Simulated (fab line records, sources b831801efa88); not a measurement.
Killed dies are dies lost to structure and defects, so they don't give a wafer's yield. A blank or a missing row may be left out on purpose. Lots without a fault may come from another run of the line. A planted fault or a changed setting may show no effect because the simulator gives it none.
fab line records | flow sky130
record lots=12 wafers=36 last_day=50
route steps=708 shown NWELL@81 SONOS_TUNNEL@163 CONTACT@429 METAL1@450
lots that met no fault: from a run of the same line without faults
start_h: hours from the record's first day to the start of the lot's first wafer shown | wait_h: hours since the lot's step before | " the same as in the row above | L1.1+2: a row that stands for several wafers | - no value, or no start given | * or withheld: withheld | < > ~ a bound
route shown NAME@n: a module of which the file shows steps, and the number in the route of the first | usual: mean/standard deviation of fault-free wafers | same: alike in all rows | chamber/n: place in a boat | sites: the reading at each site | _std_site: their standard deviation | _edge_site: outer sites' mean less inner sites' | radius_mm: how far each site lies from the wafer's centre | mask NAME#n: copy n | behind: the tool/chamber that last shaped the wafer | hold: why the lot was held/for how many hours/how that ended | device: the transistor (n, p or np) that didn't switch | end of line: the same wafers' tests at the end of the route | a step without rows: its recipe alone | killed: dies lost to structure and defects at the first sort, not the wafer's yield | map: a wafer's dies, x killed, . not, _ none there
set.NAME: the setting as run; set.NAME@STEP: as run at that earlier step | model.NAME: the simulator's own value behind a step, which no gauge read
steps of the route over a sample of lots; a table a step, a row a wafer
services: from which hour (start_h, from the record's first day; less than 0 if before it) a tool's chamber was out of use, for how many hours, and why
## steps
# step SKY_NWELL_RTA_28
# recipe temp_c=1050 time_s=30 idle_temp_c=650 ramp_up_c_per_s=150 ramp_down_c_per_s=90 ambient=N2
# usual lamp_power_pct=25.30/0.056 wafer_temp_C_max=1055.0/0.99
# columns lot.wafer tool chamber start_h wait_h lamp_power_pct wafer_temp_C_max
L373.2 rtp_anneal-01 0 106.72 0.0 25.33 1054.3
L373.3 " 0 " " 25.25 1054.9
L373.4 " 0 " " 25.36 1055.1
L374.2 rtp_anneal-02 0 110.18 0.0 25.30 1054.0
L374.4 " 0 " " 25.38 1054.7
L374.5 " 0 " " 25.32 1056.1
L375.1 rtp_anneal-02 0 118.25 0.0 25.27 1053.7
L375.2 " 0 " " 25.23 1055.9
L375.4 " 0 " " 25.22 1054.3
L377.2 rtp_anneal-01 0 131.77 0.0 25.41 1054.7
L377.3 " 0 " " 25.22 1054.5
L377.6 " 0 " " 25.34 1056.0
L380.1 rtp_anneal-02 0 145.01 0.0 25.27 1056.1
L380.3 " 0 " " 25.33 1055.1
L380.4 " 0 " " 25.31 1055.4
L381.1 rtp_anneal-02 0 153.87 0.0 25.39 1054.3
L381.3 " 0 " " 25.31 1054.6
L381.4 " 0 " " 25.29 1056.0
L384.3 rtp_anneal-02 0 173.07 0.0 25.32 1054.1
L384.5 " 0 " " 25.29 1055.0
L384.6 " 0 " " 25.36 1056.6
L386.3 rtp_anneal-02 0 182.29 0.0 25.31 1054.9
L386.5 " 0 " " 25.36 1055.0
L386.6 " 0 " " 25.28 1056.2
L388.1 rtp_anneal-01 0 194.33 0.0 25.22 1055.8
L388.2 " 0 " " 25.27 1055.8
L388.5 " 0 " " 25.42 1053.2
L393.2 rtp_anneal-02 0 229.35 0.0 25.25 1053.5
L393.5 " 0 " " 25.18 1054.6
L393.6 " 0 " " 25.39 1054.1
L395.3 rtp_anneal-01 0 239.38 0.1 25.23 1054.6
L395.4 " 0 " " 25.33 1055.2
L395.5 " 0 " " 25.32 1056.0
L396.1 rtp_anneal-02 0 245.43 0.0 25.30 1055.3
L396.4 " 0 " " 25.35 1056.2
L396.6 " 0 " " 25.39 1054.8
# step SKY_SONOS_TUNNEL_IMPLANT_09
# recipe species=B energy_kev=20 dose_cm2=1e+12 tilt_deg=withheld
# usual beam_energy_keV=20.000/0.0062 dose_ions_cm2=1e+12/1.2e+09 faraday_current_uA=5.63/0.12
# columns lot.wafer tool chamber start_h wait_h beam_energy_keV dose_ions_cm2 faraday_current_uA
L373.2 implanter-02 0 257.01 0.0 20.006 1.0016e+12 5.49
L373.3 " 0 " " 20.002 1.0002e+12 5.69
L373.4 " 0 " " 20.009 1.0005e+12 5.60
L374.2 implanter-02 0 261.60 0.0 20.005 1.0005e+12 5.69
L374.4 " 0 " " 19.999 1.0025e+12 5.47
L374.5 " 0 " " 20.007 9.985e+11 5.52
L375.1 implanter-04 0 271.37 0.0 19.996 1.0007e+12 5.54
L375.2 " 0 " " 20.001 1.0005e+12 5.58
L375.4 " 0 " " 19.997 1.0016e+12 5.78
L377.2 implanter-04 0 291.71 0.0 20.003 9.988e+11 5.53
L377.3 " 0 " " 19.998 9.989e+11 5.64
L377.6 " 0 " " 20.004 9.979e+11 5.74
L380.1 implanter-02 0 306.34 0.0 20.010 1.0003e+12 5.56
L380.3 " 0 " " 20.000 9.997e+11 5.76
L380.4 " 0 " " 19.998 1e+12 5.59
L381.1 implanter-02 0 319.84 0.0 19.994 9.978e+11 5.89
L381.3 " 0 " " 19.996 9.991e+11 5.65
L381.4 " 0 " " 19.997 9.992e+11 5.80
L384.3 implanter-03 0 343.87 0.1 19.992 1e+12 5.51
L384.5 " 0 " " 20.004 1.0004e+12 5.64
L384.6 " 0 " " 20.009 1.0016e+12 5.43
L386.3 implanter-02 0 353.94 0.1 20.007 2.915e+11 1.68
L386.5 " 0 " " 20.003 2.911e+11 1.67
L386.6 " 0 " " 19.996 2.891e+11 1.65
L388.1 implanter-02 0 372.62 0.0 19.998 2.932e+11 1.63
L388.2 " 0 " " 19.994 2.921e+11 1.64
L388.5 " 0 " " 20.001 2.929e+11 1.67
L393.2 implanter-03 0 417.41 0.0 20.012 9.989e+11 5.66
L393.5 " 0 " " 20.004 9.991e+11 5.53
L393.6 " 0 " " 20.013 9.981e+11 5.48
L395.3 implanter-03 0 428.24 0.1 20.007 1.0006e+12 5.71
L395.4 " 0 " " 20.005 1.0016e+12 5.58
L395.5 " 0 " " 19.998 1.001e+12 5.83
L396.1 implanter-02 0 435.89 0.0 19.993 1.0001e+12 5.76
L396.4 " 0 " " 19.998 1.0002e+12 5.78
L396.6 " 0 " " 20.001 1.0003e+12 5.46
# step SKY_SONOS_TUNNEL_TW_MEAS_12
# usual SONOS_TUNNEL_TW=197.8/1.5
# columns lot.wafer tool chamber start_h wait_h hold SONOS_TUNNEL_TW
L373.2 film_metro-01 - 257.41 0.0 - 197.7
L373.3 " - " " - 197.1
L373.4 " - " " - 197.9
L374.2 film_metro-04 - 261.99 0.0 - 198.3
L374.4 " - " " - 199.1
L374.5 " - " " - 198.6
L375.1 film_metro-01 - 271.79 0.0 - 195.7
L375.2 " - " " - 196.0
L375.4 " - " " - 195.5
L377.2 film_metro-01 - 292.11 0.0 - 195.3
L377.3 " - " " - 196.9
L377.6 " - " " - 195.5
L380.1 film_metro-04 - 306.84 0.0 - 199.6
L380.3 " - " " - 198.2
L380.4 " - " " - 199.1
L381.1 film_metro-02 - 320.30 0.0 - 195.6
L381.3 " - " " - 197.4
L381.4 " - " " - 196.5
L384.3 film_metro-04 - 344.25 0.0 - 199.1
L384.5 " - " " - 198.8
L384.6 " - " " - 198.5
L386.3 film_metro-02 - 354.32 0.0 await_dispo/0.2h/release 140.3
L386.5 " - " " await_dispo/0.2h/release 140.7
L386.6 " - " " await_dispo/0.2h/release 140.6
L386.3 film_metro-02 - 354.62 0.3 - 140.6
L386.5 " - " " - 140.1
L386.6 " - " " - 139.9
L388.1 film_metro-02 - 373.05 0.0 await_dispo/0.2h/release 140.1
L388.2 " - " " await_dispo/0.2h/release 141.0
L388.5 " - " " await_dispo/0.2h/release 141.1
L388.1 film_metro-02 - 373.27 0.2 - 140.8
L388.2 " - " " - 140.9
L388.5 " - " " - 140.6
L393.2 film_metro-02 - 417.82 0.0 - 196.9
L393.5 " - " " - 196.8
L393.6 " - " " - 196.8
L395.3 film_metro-04 - 428.62 0.0 - 199.1
L395.4 " - " " - 199.2
L395.5 " - " " - 199.2
L396.1 film_metro-04 - 436.30 0.0 - 200.5
L396.4 " - " " - 199.7
L396.6 " - " " - 199.0
# step SKY_CONTACT_SPUTTER_23
# recipe material=TiN target_thk_nm=20 chamber_pressure_pa=5 power_w=4000 time_s=80
# usual throttle_valve_pct=29.8/0.77
# columns lot.wafer tool chamber start_h wait_h throttle_valve_pct
L373.2 pvd_sputter-02 - 742.50 0.0 28.8
L373.3 " - " " 30.4
L373.4 " - " " 29.0
L374.2 pvd_sputter-02 - 749.49 0.0 28.7
L374.4 " - " " 29.8
L374.5 " - " " 30.3
L375.1 pvd_sputter-02 - 766.94 0.0 30.4
L375.2 " - " " 29.4
L375.4 " - " " 28.9
L377.2 pvd_sputter-03 - 783.61 0.0 28.3
L377.3 " - " " 30.4
L377.6 " - " " 28.3
L380.1 pvd_sputter-04 - 794.53 0.0 29.5
L380.3 " - " " 30.0
L380.4 " - " " 29.0
L381.1 pvd_sputter-04 - 809.96 0.0 29.2
L381.3 " - " " 29.5
L381.4 " - " " 29.5
L384.3 pvd_sputter-02 - 833.64 0.0 29.5
L384.5 " - " " 29.4
L384.6 " - " " 30.2
L386.3 pvd_sputter-03 - 845.82 0.0 30.0
L386.5 " - " " 30.2
L386.6 " - " " 30.2
L388.1 pvd_sputter-03 - 853.87 0.0 30.3
L388.2 " - " " 30.1
L388.5 " - " " 30.3
L393.2 pvd_sputter-04 - 899.57 0.0 29.2
L393.5 " - " " 29.8
L393.6 " - " " 29.8
L395.3 pvd_sputter-02 - 903.10 0.0 29.9
L395.4 " - " " 30.4
L395.5 " - " " 31.1
L396.1 pvd_sputter-02 - 905.89 0.0 29.0
L396.4 " - " " 31.0
L396.6 " - " " 31.2
# step SKY_METAL1_OVL_MEAS_16
# usual METAL1_OVL=-1/3.9
# columns lot.wafer tool chamber start_h wait_h METAL1_OVL[nm]
L373.2 overlay-01 - 771.40 0.1 10
L373.3 " - " " 5
L373.4 " - " " 2
L374.2 overlay-01 - 777.84 0.1 0
L374.4 " - " " 1
L374.5 " - " " -9
L375.1 overlay-02 - 794.85 0.1 -3
L375.2 " - " " -2
L375.4 " - " " -5
L377.2 overlay-01 - 810.98 0.1 -8
L377.3 " - " " 5
L377.6 " - " " -2
L380.1 overlay-02 - 821.83 0.1 1
L380.3 " - " " -2
L380.4 " - " " 2
L381.1 overlay-02 - 836.78 0.1 -6
L381.3 " - " " -5
L381.4 " - " " -6
L384.3 overlay-01 - 860.11 0.1 -1
L384.5 " - " " -1
L384.6 " - " " 2
L386.3 overlay-02 - 872.60 0.1 2
L386.5 " - " " 4
L386.6 " - " " 4
L388.1 overlay-01 - 881.03 0.1 5
L388.2 " - " " 0
L388.5 " - " " 8
L393.2 overlay-02 - 925.78 0.1 0
L393.5 " - " " 0
L393.6 " - " " -2
L395.3 overlay-02 - 929.11 0.1 -2
L395.4 " - " " -4
L395.5 " - " " -4
L396.1 overlay-02 - 931.90 0.1 -5
L396.4 " - " " -8
L396.6 " - " " -3
## services
# columns tool chamber start_h hours kind
implanter-02 - 84.39 5.1 repair
pvd_sputter-03 - 113.32 1.8 repair
implanter-03 - 116.23 2.0 repair
pvd_sputter-04 - 155.25 2.7 repair
implanter-03 - 168.25 4.3 pm
implanter-03 - 174.36 10.4 repair
pvd_sputter-04 - 208.67 5.5 repair
implanter-03 - 262.99 5.0 pm
implanter-03 - 268.03 3.4 pm
pvd_sputter-02 - 279.38 0.7 repair
pvd_sputter-02 - 348.55 1.2 repair
implanter-02 - 395.22 5.3 repair
pvd_sputter-02 - 397.46 0.5 repair
implanter-02 - 428.78 2.2 repair
pvd_sputter-02 - 461.22 1.4 repair
rtp_anneal-01 - 511.64 5.6 pm
implanter-02 - 516.84 3.1 repair
pvd_sputter-02 - 542.30 1.5 repair
rtp_anneal-01 - 552.50 12.1 pm
implanter-02 - 570.84 4.1 pm
pvd_sputter-02 - 600.66 0.9 repair
rtp_anneal-02 - 655.01 5.1 pm
implanter-02 - 687.14 1.8 repair
implanter-02 - 708.69 38.7 repair
## key
first_sign step=SKY_SONOS_TUNNEL_IMPLANT_09 reading=dose_ions_cm2 direction=down sigmas=99+ usual=* struck=*
effect step=SKY_SONOS_TUNNEL_IMPLANT_09 reading=faraday_current_uA direction=down sigmas=34 usual=5.63 struck=1.66
effect step=SKY_SONOS_TUNNEL_TW_MEAS_12 reading=visit direction=added
effect step=SKY_SONOS_TUNNEL_TW_MEAS_12 reading=SONOS_TUNNEL_TW direction=down sigmas=39 usual=197.8 struck=140.6
met_at SKY_SONOS_TUNNEL_IMPLANT_09
struck_lots L386,L388
tester_left_out L386,L388
not_acting_at SKY_NWELL_RTA_28,SKY_CONTACT_SPUTTER_23,SKY_METAL1_OVL_MEAS_16
onset_between 319.84 353.94
fault kind=process_parameter_drift tool=implanter-02 chamber=- onset_h=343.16 steps=SKY_SONOS_TUNNEL_IMPLANT_09 channel=dose_cm2 offset=* shape=step end_h=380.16 acts_in=* stated=*
# tester_left_out: of these lots the tester's yield and bins aren't shown, on N5 and GAA mostly nor the transistor test; their killed dies are dies lost to structure and defects alone, not to doping, threshold or leakage, so they don't give the yield
